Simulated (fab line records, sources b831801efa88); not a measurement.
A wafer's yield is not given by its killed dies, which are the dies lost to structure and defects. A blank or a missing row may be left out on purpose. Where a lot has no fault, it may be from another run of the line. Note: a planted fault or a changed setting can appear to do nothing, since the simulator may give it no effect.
2 desks, one fault :: flow sky130 :: each desk holds nothing but its own numbers, with what lay behind them at the end

AT THE TOOL OWNER'S DESK: furnace-01
The tool's own readings at SKY_GATE_OXIDE_OXIDATION_16 (stabilise 600 s, purge 300 s, target thk 3.57 nm): means of the sampled wafers that have a number, for each lot that ran on this tool. The brackets show how far a lot's mean lies from the usual mean; more than 4 standard deviations puts the lot out of limits, marked OUT. It has 10 readings, of which 7 appear: the earliest out of limits, and the ones furthest out on some lot.
Columns: A = spike_tc_bottom_C at SKY_GATE_OXIDE_OXIDATION_16, usual 818.2 C; B = spike_tc_centre_C at SKY_GATE_OXIDE_OXIDATION_16, usual 801.5 C; C = spike_tc_lower_C at SKY_GATE_OXIDE_OXIDATION_16, usual 801.0 C; D = spike_tc_top_C at SKY_GATE_OXIDE_OXIDATION_16, usual 812.4 C; E = spike_tc_upper_C at SKY_GATE_OXIDE_OXIDATION_16, usual 800.9 C; F = tube_center_temp_C at SKY_GATE_OXIDE_OXIDATION_16, usual 800.01 C; G = tube_center_temp_C_max at SKY_GATE_OXIDE_OXIDATION_16, usual 802.1
lot: L333
first seen here: day 13 23:29
A: 818.0
B: 801.8
C: 801.2
D: 811.5
E: 802.3
F: 799.98
G: 802.2

lot: L335
first seen here: day 14 15:25
A: 818.2
B: 801.1
C: 801.0
D: 811.1
E: 801.8
F: 799.97
G: 802.1

lot: L336
first seen here: day 14 23:22
A: 819.1
B: 802.4
C: 801.2
D: 811.1
E: 801.8
F: 799.95
G: 801.9

lot: L338
first seen here: day 15 13:20
A: 818.6
B: 802.7
C: 800.9
D: 811.3
E: 802.3
F: 799.99
G: 801.9

lot: L339
first seen here: day 16 14:36
A: 819.0
B: 801.9
C: 801.8
D: 812.4
E: 801.4
F: 799.99
G: 801.9

lot: L340
first seen here: day 16 14:36
A: 818.2
B: 802.3
C: 800.6
D: 812.2
E: 801.1
F: 799.97
G: 802.1

lot: L348
first seen here: day 19 03:41
A: 863.5 (+38) OUT
B: 847.3 (+33) OUT
C: 846.5 (+45) OUT
D: 856.5 (+31) OUT
E: 847.4 (+31) OUT
F: 845.66 (+99 or more) OUT
G: 847.6 (+99 or more) OUT

lot: L349
first seen here: day 19 11:50
A: 863.6 (+38) OUT
B: 847.6 (+33) OUT
C: 846.0 (+45) OUT
D: 856.4 (+31) OUT
E: 846.6 (+30) OUT
F: 845.70 (+99 or more) OUT
G: 847.5 (+99 or more) OUT
This desk finds L348, L349 out of limits, L348 being first, at day 19 03:41 (spike_tc_bottom_C at SKY_GATE_OXIDE_OXIDATION_16). In limits: L333, L335, L336, L338, L339, L340.

AT THE METROLOGY DESK
What the gauges read for every lot (on any tool): the sampled wafers with a number, averaged. The brackets show how far a lot's mean lies from the usual mean; more than 4 standard deviations puts the lot out of limits, marked OUT.
Columns: A = FIELD_ISO_OXIDATION_00_THK at SKY_FIELD_ISO_THK_MEAS_02, usual 11.99 nm; B = cd_nm at SKY_VT_ADJUST_HVTR_CD_MEAS_07, usual 380.4 nm
lot: L333
first seen here: day 1 12:25
A: 11.85
B: 378.4

lot: L335
first seen here: day 1 22:04
A: 11.81
B: 381.6

lot: L336
first seen here: day 2 02:38
A: 11.83
B: 378.8

lot: L337
first seen here: day 2 08:32
A: 11.68
B: 383.5

lot: L338
first seen here: day 2 12:58
A: 12.07
B: 377.9

lot: L339
first seen here: day 2 17:38
A: 11.94
B: 380.8

lot: L340
first seen here: day 2 23:20
A: 11.86
B: 376.0

lot: L348
first seen here: day 4 16:47
A: 12.01
B: 376.9

lot: L349
first seen here: day 4 21:10
A: 12.01
B: 379.9

lot: L350
first seen here: day 5 00:40
A: 11.82
B: 379.5

lot: L352
first seen here: day 5 10:38
A: 11.94
B: 377.7
Finding of this desk: none of the 11 lots has anything out of limits.

TAKEN TOGETHER
An alarm could have come from the tool owner's desk at day 19 03:41, on L348, L349.
At the metrology desk, nothing out of limits was observed.
The metrology desk has L348, L349 on record, within its limits.
All the named lots went through SKY_GATE_OXIDE_OXIDATION_16 on furnace-01.

WHAT THE SIMULATOR HAD INSERTED
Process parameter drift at SKY_GATE_OXIDE_OXIDATION_16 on furnace-01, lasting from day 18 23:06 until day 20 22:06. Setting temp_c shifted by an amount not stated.
Struck lots among those shown: L348, L349.
Delay in hours, fault start to first out-of-limits reading, by desk: the tool owner's desk at 5.
